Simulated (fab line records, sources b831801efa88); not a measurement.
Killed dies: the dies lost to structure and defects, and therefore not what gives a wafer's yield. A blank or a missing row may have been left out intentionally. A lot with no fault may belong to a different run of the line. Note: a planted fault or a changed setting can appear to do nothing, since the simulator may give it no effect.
Struck lot and sound lot, side by side || flow sky130 || 42 steps out of a route of 708
Sound: these wafers, L554.1, L554.3, L554.6. Struck: wafers L572.3, L572.5 (left out: L572.1, a lot-mate that was not struck); the cause follows at the end.
At each step with rows: each side's tool, then ch and its chambers, then its first start. Under that, the readings that differ: sound wafers || struck wafers || difference of the means || sigmas: that difference in standard deviations of wafers without a fault.
alike: same words and numbers on both sides, and readings whose means sit less than 2 such deviations apart. not compared: any withheld reading, any reading some wafer has no value for, any bound like >300 that may hide the same value, and any number with overlapping values for which the record gives no deviation.
The two part at a step that has a row with sigmas, a row that says differs or no value, or rows on one side only. Numbers that have no deviation but don't overlap get no sigmas and don't part them. Lack of a reading on every wafer of one side parts them only where that side has two or more wafers.

SKY_NWELL_RS_MEAS_31: a four-point-probe measurement.
  sound on film_metro-03, day 6 05:36; struck on film_metro-01, day 14 08:33
  alike: PWDE_RS
then, 7 steps without rows for these wafers: SKY_VT_ADJUST_HVTP_DEHYDRATE_00 (time 60 s); SKY_VT_ADJUST_HVTP_HMDS_01 (prime time 60 s); SKY_VT_ADJUST_HVTP_COAT_02 (resist thk 1140 nm); SKY_VT_ADJUST_HVTP_SOFTBAKE_03 (time 60 s); SKY_VT_ADJUST_HVTP_EXPOSE_04 (exposes mask HVTPM, target cd 380 nm); SKY_VT_ADJUST_HVTP_PEB_05; SKY_VT_ADJUST_HVTP_DEVELOP_06 (develop time 60 s).
SKY_VT_ADJUST_HVTP_CD_MEAS_07: target cd 380 nm.
  sound on cd_sem-02, day 6 20:23; struck on cd_sem-02, day 15 09:52
  alike: cd_nm
SKY_VT_ADJUST_HVTP_OVL_MEAS_08:
  sound on overlay-01, day 6 20:31; struck on overlay-02, day 15 09:59
  alike: VT_ADJUST_HVTP_OVL
after that, 1 step had no rows for these wafers: SKY_VT_ADJUST_HVTP_IMPLANT_09.
SKY_VT_ADJUST_HVTP_STRIP_10: strips in O2/N2.
  sound on plasma_asher-04 ch 0, day 6 20:41; struck on plasma_asher-03 ch 0, day 15 10:10
  alike: drypump_motor_current_A, oes_product_au, strip_time_to_endpoint_s
  not compared: rf_hours_counter_h
SKY_VT_ADJUST_HVTP_TW_MEAS_11:
  sound on film_metro-04, day 6 20:47; struck on film_metro-01, day 15 10:16
{"reading": "VT_ADJUST_HVTP_TW", "sound": "1368 1368 1365", "struck": "1343 1334", "difference": -28, "sigmas": -2}
then, 7 steps without rows for these wafers: SKY_VT_ADJUST_LVTN_DEHYDRATE_00 (time 60 s); SKY_VT_ADJUST_LVTN_HMDS_01 (prime time 60 s); SKY_VT_ADJUST_LVTN_COAT_02 (resist thk 3000 nm); SKY_VT_ADJUST_LVTN_SOFTBAKE_03; SKY_VT_ADJUST_LVTN_EXPOSE_04 (exposes mask NWM COMPLEMENT LESS NATIVE, target cd 840 nm); SKY_VT_ADJUST_LVTN_PEB_05; SKY_VT_ADJUST_LVTN_DEVELOP_06 (develop time 60 s).
SKY_VT_ADJUST_LVTN_OVL_MEAS_07:
  sound on overlay-02, day 7 10:07; struck on overlay-01, day 16 14:04
  alike: VT_ADJUST_LVTN_OVL
after that, 1 step had no rows for these wafers: SKY_VT_ADJUST_LVTN_IMPLANT_08.
SKY_VT_ADJUST_LVTN_STRIP_09: strips in O2/N2.
  sound on plasma_asher-03 ch 0,1, day 7 10:18; struck on plasma_asher-04 ch 0, day 16 14:14
  alike: drypump_motor_current_A, oes_product_au, strip_time_to_endpoint_s
  not compared: rf_hours_counter_h
SKY_VT_ADJUST_LVTN_TW_MEAS_10:
  sound on film_metro-04, day 7 10:24; struck on film_metro-02, day 16 14:20
  alike: VT_ADJUST_LVTN_TW
then, 7 steps without rows for these wafers: SKY_VT_ADJUST_LVTN_DEHYDRATE_11 (time 60 s); SKY_VT_ADJUST_LVTN_HMDS_12 (prime time 60 s); SKY_VT_ADJUST_LVTN_COAT_13 (resist thk 1140 nm); SKY_VT_ADJUST_LVTN_SOFTBAKE_14 (time 60 s); SKY_VT_ADJUST_LVTN_EXPOSE_15 (exposes mask HVN STD DERIVED, target cd 600 nm); SKY_VT_ADJUST_LVTN_PEB_16; SKY_VT_ADJUST_LVTN_DEVELOP_17 (develop time 60 s).
SKY_VT_ADJUST_LVTN_OVL_MEAS_18:
  sound on overlay-01, day 7 22:38; struck on overlay-01, day 17 18:20
  alike: VT_ADJUST_LVTN_01_OVL
after that, 1 step had no rows for these wafers: SKY_VT_ADJUST_LVTN_IMPLANT_19.
SKY_VT_ADJUST_LVTN_STRIP_20: strips in O2/N2.
  sound on plasma_asher-01 ch 0,1, day 7 22:49; struck on plasma_asher-04 ch 1, day 17 18:31
{"reading": "strip_time_to_endpoint_s (s)", "sound": "14.16 14.18 14.14", "struck": "14.25 14.25", "difference": "+0.09", "sigmas": "+2"}
  alike: drypump_motor_current_A, oes_product_au
  not compared: rf_hours_counter_h
SKY_VT_ADJUST_LVTN_TW_MEAS_21:
  sound on film_metro-03, day 7 22:55; struck on film_metro-03, day 17 18:37
  alike: VT_ADJUST_LVTN_2_TW
then, 6 steps without rows for these wafers: SKY_VT_ADJUST_NCORE_DEHYDRATE_00 (time 60 s); SKY_VT_ADJUST_NCORE_HMDS_01 (prime time 60 s); SKY_VT_ADJUST_NCORE_COAT_02 (resist thk 1140 nm); SKY_VT_ADJUST_NCORE_SOFTBAKE_03 (time 60 s); SKY_VT_ADJUST_NCORE_EXPOSE_04 (exposes mask LVTN COMPLEMENT THIN, target cd 380 nm); SKY_VT_ADJUST_NCORE_PEB_05.
-- the record jumps here: 35 days lie between the struck wafers' starts before and after (it left off in module VT_ADJUST_NCORE and takes up again in module PAD_OPEN, whose first step shown is number 708 of the route) --
SKY_PAD_OPEN_PROBE_99:
  sound on prober-01, day 44 19:05; struck on prober-02, day 52 18:13
{"reading": "hold", "sound": "- - -", "struck": "await_dispo/8.6h/release await_dispo/8.6h/release", "difference": "no value on the sound wafers", "sigmas": ""}
{"reading": "killed_at_front_end", "sound": "18 18 18", "struck": "47 40", "difference": "+26", "sigmas": "+6"}
{"reading": "killed_dies", "sound": "76 83 98", "struck": "107 102", "difference": "+19", "sigmas": "+2"}
  alike: killed_at_M0_to_M3, killed_at_M4_up, killed_at_contacts, killed_at_other, killed_open, killed_short

== WHERE THEY PART ==
Last at SKY_PAD_OPEN_PROBE_99 as far as this record goes, first at SKY_VT_ADJUST_HVTP_TW_MEAS_11.

WHY: the cause the simulator had injected
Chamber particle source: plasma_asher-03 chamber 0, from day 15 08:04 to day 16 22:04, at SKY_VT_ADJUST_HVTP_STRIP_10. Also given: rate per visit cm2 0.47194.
